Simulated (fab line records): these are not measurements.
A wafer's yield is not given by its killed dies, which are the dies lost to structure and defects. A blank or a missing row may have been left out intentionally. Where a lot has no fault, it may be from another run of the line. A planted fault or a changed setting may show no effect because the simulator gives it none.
Matching of chambers / flow gf180mcu / pecvd-02 running GF_MIM_CVD_05: 3 sister chambers
The step deposits Si3N4, target thk 42 nm, time 29.086 s. 6 wafers are shown with their chamber, then 10 later ones without.

## EACH WAFER AND ITS CHAMBER
wafer=L080.4; chamber=1; heater_power_w (W)=543
wafer=L084.3; chamber=1; heater_power_w (W)=475
wafer=L084.5; chamber=0; heater_power_w (W)=817
wafer=L084.6; chamber=2; heater_power_w (W)=742
wafer=L088.1; chamber=0; heater_power_w (W)=831
wafer=L088.2; chamber=2; heater_power_w (W)=686

## WAFERS WITH NO CHAMBER GIVEN
wafer=L088.4; heater_power_w (W)=818
wafer=L089.2; heater_power_w (W)=759
wafer=L089.3; heater_power_w (W)=480
wafer=L089.4; heater_power_w (W)=746
wafer=L091.1; heater_power_w (W)=842
wafer=L091.4; heater_power_w (W)=824
wafer=L091.6; heater_power_w (W)=748
wafer=L092.1; heater_power_w (W)=463
wafer=L092.2; heater_power_w (W)=817
wafer=L092.5; heater_power_w (W)=643

## EACH ONE'S CHAMBER
wafer=L088.4; from the rows above=0; in truth=0
wafer=L089.2; from the rows above=can't be placed: 2 or 0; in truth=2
wafer=L089.3; from the rows above=1; in truth=1
wafer=L089.4; from the rows above=can't be placed: 2 or 0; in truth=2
wafer=L091.1; from the rows above=0; in truth=0
wafer=L091.4; from the rows above=0; in truth=0
wafer=L091.6; from the rows above=can't be placed: 2 or 0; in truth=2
wafer=L092.1; from the rows above=1; in truth=1
wafer=L092.2; from the rows above=0; in truth=0
wafer=L092.5; from the rows above=can't be placed: 2 or 1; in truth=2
Correct placement for 6 of the 10. Cannot be placed on the basis of these rows: 4; the candidates contain the true chamber in 4. Wrongly placed: 0.
How it was worked out, from the rows above alone: a wafer's distance from a chamber is the root of the sum, over the readings, of the square of ((its reading less the chamber's mean) divided by the reading's scatter). The wafer belongs to the nearest chamber; if the next one is less than 2 further off, it can't be placed. The mean given for a chamber averages the wafers shown for that chamber. The scatter is the square root of a quotient: the sum, over the shown wafers, of each reading's squared deviation from its chamber's mean, divided by wafers minus chambers.
